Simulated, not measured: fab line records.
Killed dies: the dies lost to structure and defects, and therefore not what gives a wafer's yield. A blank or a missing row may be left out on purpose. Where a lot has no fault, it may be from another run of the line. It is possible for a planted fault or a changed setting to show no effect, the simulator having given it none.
Which tool did it? ; flow gf180mcu ; Sampling: 14 lots, 42 wafers, 5 of 602 route steps

## WHAT THE GAUGES SHOWED, per wafer
GF_PSD_TW_MEAS_11.
lot;measured;on;PSD_TW
L620;day 14 16:31;film metro-01;3223 3234 3243
L622;day 15 10:48;film metro-04;3169 3164 3145
L623;day 15 17:08;film metro-04;3175 3155 3163
L625;day 16 07:36;film metro-04;3139 3157 3161
L626;day 16 22:23;film metro-04;3137 3171 3154
L627;day 17 02:29;film metro-01;3234 3228 3220
L628;day 17 11:10;film metro-03;3180 3175 3179
L629;day 17 19:02;film metro-03;3169 3178 3172
L632;day 19 02:34;film metro-04;3158 3170 3179
L638;day 21 07:40;film metro-01;30 30 30 30 30 30
L639;day 21 08:04;film metro-01;30 30 30 31 30 30
L640;day 21 15:56;film metro-03;3192 3183 3188
L641;day 22 03:23;film metro-01;3177 3193 3184
L642;day 22 09:58;film metro-03;3198 3177 3211

GF_V3_THK_MEAS_01.
lot;measured;on;V3_CVD_00_THK (nm)
L620;day 22 00:08;film metro-02;593 610 588
L622;day 22 16:03;film metro-02;605 603 606
L623;day 22 23:29;film metro-01;597 596 599
L625;day 23 14:50;film metro-01;594 590 605
L626;day 24 06:26;film metro-01;597 598 604
L627;day 24 08:53;film metro-02;594 603 596
L628;day 24 17:45;film metro-03;600 601 601
L629;day 25 00:16;film metro-03;601 590 589
L632;day 26 05:39;film metro-01;611 614 606
L640;day 28 07:40;film metro-01;616 604 601
L641;day 28 18:52;film metro-02;600 599 606
L642;day 29 04:10;film metro-02;603 601 603

## WHAT TOOL EACH LOT RAN ON (gives the tool, then ch and the chambers of the sampled wafers, and finally the start)
lot;GF_PSD_IMPLANT_09;GF_PSD_STRIP_10;GF_V2_STRIP_18
L620;implanter-02 ch 0, day 14 16:18;plasma asher-03 ch 0,1, day 14 16:25;plasma asher-02 ch 0,1, day 20 21:59
L622;implanter-04 ch 0, day 15 10:35;plasma asher-02 ch 0,1, day 15 10:43;plasma asher-04 ch 0,1, day 21 14:39
L623;implanter-02 ch 0, day 15 16:54;plasma asher-02 ch 0,1, day 15 17:02;plasma asher-01 ch 0,1, day 21 21:51
L625;implanter-03 ch 0, day 16 07:22;plasma asher-02 ch 0,1, day 16 07:29;plasma asher-04 ch 0,1, day 22 13:37
L626;implanter-03 ch 0, day 16 22:08;plasma asher-03 ch 0,1, day 16 22:17;plasma asher-01 ch 0,1, day 23 05:49
L627;implanter-02 ch 0, day 17 02:14;plasma asher-04 ch 0,1, day 17 02:22;plasma asher-02 ch 0,1, day 23 07:52
L628;implanter-02 ch 0, day 17 10:55;plasma asher-02 ch 0,1, day 17 11:04;plasma asher-04 ch 0,1, day 23 17:14
L629;implanter-04 ch 0, day 17 18:47;plasma asher-03 ch 0,1, day 17 18:56;plasma asher-01 ch 0,1, day 24 00:25
L632;implanter-04 ch 0, day 19 02:19;plasma asher-03 ch 0,1, day 19 02:28;plasma asher-01 ch 0,1, day 25 06:21
L638;implanter-04, day 21 07:25;plasma asher-03 ch 0,1, day 21 07:34;-
L639;implanter-02, day 21 07:49;plasma asher-04 ch 0,1, day 21 07:58;-
L640;implanter-04 ch 0, day 21 15:41;plasma asher-04 ch 0,1, day 21 15:50;plasma asher-02 ch 0,1, day 27 09:54
L641;implanter-03 ch 0, day 22 03:09;plasma asher-02 ch 0,1, day 22 03:16;plasma asher-02 ch 0,1, day 27 20:49
L642;implanter-03 ch 0, day 22 09:44;plasma asher-03 ch 0,1, day 22 09:52;plasma asher-01 ch 0, day 28 05:58
- GF_PSD_IMPLANT_09
- GF_PSD_STRIP_10: strips in O2/N2.
- GF_V2_STRIP_18: strips in O2/N2.

## WHAT THE TOOLS THEMSELVES READ (means of the sampled wafers that have a number; where no wafer has one, the mark that the record gives instead)
GF_PSD_IMPLANT_09.
lot;tool;beam energy keV;beam on s (s);faraday current uA
L620;implanter-02;40.002;10.08;8185
L622;implanter-04;40.006;10.14;8141
L623;implanter-02;39.991;9.82;8366
L625;implanter-03;39.996;9.89;8347
L626;implanter-03;39.999;10.01;8247
L627;implanter-02;40.003;9.86;8357
L628;implanter-02;40.002;9.84;8360
L629;implanter-04;39.994;9.96;8255
L632;implanter-04;39.987;9.84;8360
L638;implanter-04;-;-;-
L639;implanter-02;-;-;-
L640;implanter-04;39.988;10.01;8225
L641;implanter-03;39.992;9.91;8317
L642;implanter-03;39.994;9.94;8301

GF_PSD_STRIP_10.
lot;tool;drypump motor current A (A);heater power w (W);oes product au (a.u.);strip time to endpoint s (s)
L620;plasma asher-03;5.7;387;0.599;16.48
L622;plasma asher-02;6.2;333;0.593;16.51
L623;plasma asher-02;6.2;331;0.591;16.51
L625;plasma asher-02;6.3;334;0.587;16.49
L626;plasma asher-03;5.6;382;0.591;16.54
L627;plasma asher-04;6.3;321;0.595;16.49
L628;plasma asher-02;6.3;338;0.587;16.50
L629;plasma asher-03;5.7;394;0.589;16.54
L632;plasma asher-03;5.6;385;0.591;16.58
L638;plasma asher-03;5.6;383;0.715;12.55
L639;plasma asher-04;6.2;313;0.717;12.61
L640;plasma asher-04;6.2;307;0.590;16.50
L641;plasma asher-02;6.2;334;0.589;16.55
L642;plasma asher-03;5.6;388;0.591;16.47

GF_V2_STRIP_18.
lot;tool;drypump motor current A (A);heater power w (W);oes product au (a.u.)
L620;plasma asher-02;6.3;335;0.588
L622;plasma asher-04;6.3;325;0.593
L623;plasma asher-01;6.0;358;0.592
L625;plasma asher-04;6.2;307;0.591
L626;plasma asher-01;6.0;358;0.592
L627;plasma asher-02;6.3;334;0.593
L628;plasma asher-04;6.3;327;0.591
L629;plasma asher-01;5.7;348;0.590
L632;plasma asher-01;6.0;357;0.595
L640;plasma asher-02;6.3;332;0.594
L641;plasma asher-02;6.2;337;0.590
L642;plasma asher-01;6.3;363;0.594

## THE ANSWER, worked out from the rows above alone
Rule: the usual values come from the lots themselves. The widest of any qualifying gaps counts: lots, ordered by their means at a reading, are off when they make up no more than a third of the lots, leave a main group of 4 or more, and stand apart from it by 3 or more times the standard deviation of that group's means. If all means in a main group match to the digits the tables above print for the reading, that group is not used. A lot without any number at a reading at which 4 lots or more have one is off too. The other lots that the step has rows for count as sound. Order of review: gauges by route order, followed by the tools' own readings, for which a lot's mean as printed above is used. The first step at which some lot is off is used, and at that step the reading that is off furthest; a lot without a number counts as furthest.
Off: L638, L639, seen at GF_PSD_TW_MEAS_11 (PSD_TW). The main group has a mean of 3182 with a standard deviation of 25.
If a tool, at a process step before that reading, ran all the lots that are off and no sound lot after the first of them, it fits. The gauges at GF_PSD_TW_MEAS_11 aren't tried: what is off there is off at GF_PSD_IMPLANT_09 too, on other tools, and a gauge's error can't cause that. Not one of the candidates tried fits.

## WHAT THE SIMULATOR HAD PUT IN
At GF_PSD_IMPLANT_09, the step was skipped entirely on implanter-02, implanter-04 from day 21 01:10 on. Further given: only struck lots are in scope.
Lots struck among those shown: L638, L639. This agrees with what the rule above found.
